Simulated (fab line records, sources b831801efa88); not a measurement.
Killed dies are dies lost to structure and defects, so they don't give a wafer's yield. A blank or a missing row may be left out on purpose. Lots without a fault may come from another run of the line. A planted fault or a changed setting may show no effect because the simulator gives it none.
Problem report in the 8D (eight disciplines) form, filled by code | flow sky130 | the parts of the form that need people (team, actions taken, sign-off) are left out

1. THE PROBLEM
METAL2_ALCU_RS at SKY_METAL2_RS_MEAS_05 reads a mean of 0.1454 ohm/sq on 4 wafers of 2 lots; wafers without a fault read 0.1269 ohm/sq with a standard deviation of 0.0015. That is +12 standard deviations from the usual mean.
The step: measures by four-point-probe.
First seen on wafer L287.1, day 37 13:39, on film_metro-01. The record holds 33 wafers of 11 lots with a number at this step. Rule for "out", or "out of limits": more than 4 standard deviations from the usual mean. The other wafers with a number count as sound.

2. WHAT IT IS AND WHAT IT IS NOT
question                    | is                             | is not
which readings at this step | METAL2_ALCU_RS                 | -
which lots                  | L287, L288                     | L276, L277, L280, L286, L291, L294, L295, L298, L299
which wafers of those lots  | L287.1, L287.5, L288.1, L288.2 | L287.3, L288.6
read on which gauges        | film_metro-01, film_metro-04   | film_metro-03
when                        | from day 37 13:39              | up to then (13 sound wafers); but 16 sound wafers of L288, L291, L294, L295, L298, L299 came after

3. SUSPECTS, AND WHAT RULES EACH OUT
Counting: a tool at a process step up to the reading stays a suspect if it ran every lot that is out. Sound lots after the first of them don't rule it out here, since some wafers of a struck lot are sound.
- the gauge at SKY_METAL2_RS_MEAS_05: ruled out. The wafers that are out were read on 2 gauges (film_metro-01, film_metro-04).
- pvd_sputter-01 at SKY_METAL2_SPUTTER_02 (material AlCu, target thk 250 nm, time 13.3 s): kept. It ran every lot that is out, first L287 (day 37 13:34); its last sound lot up to then is L286 (day 37 08:13).
Left after counting: pvd_sputter-01 at SKY_METAL2_SPUTTER_02.

4. THE CAUSE (what the simulator had put in)
Process parameter drift: pvd_sputter-01, from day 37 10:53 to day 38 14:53, at SKY_METAL2_SPUTTER_02. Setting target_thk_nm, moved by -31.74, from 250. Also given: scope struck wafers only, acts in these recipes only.
Counting left only this tool.

5. THE CHAIN OF EFFECTS, in route order
Each row: a reading whose mean over the struck wafers that have a number lies more than 3 standard deviations from the usual. Only readings for which the record gives a usual standard deviation are gone through. hours: the time from each lot's start at the first step in this table that gives one to its start at this step, as a median over the lots. sigmas: the change in usual standard deviations.
hours | step                   | reading         | usual         | on struck wafers | change  | sigmas
0     | SKY_METAL2_RS_MEAS_05  | METAL2_ALCU_RS  | 0.1269 ohm/sq | 0.1454           | +0.0185 | +12
0     | SKY_METAL2_THK_MEAS_06 | METAL2_ALCU_THK | 247.9 nm      | 219.1            | -28.8   | -9.6

6. WHAT WOULD HAVE CAUGHT IT SOONER
In this record the first reading out of limits at a measuring or inspecting step was taken at day 37 13:39, 3 hours after the fault began at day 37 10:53.
Of the tool readings at SKY_METAL2_SPUTTER_02 for which the record gives a usual standard deviation, none was out on any struck wafer, so an alarm limit of 4 standard deviations on them would not have fired.
Of the lots that are out (2), L288 began SKY_METAL2_SPUTTER_02 on pvd_sputter-01 after day 37 13:39. A hold on the tool at that time would have spared it.
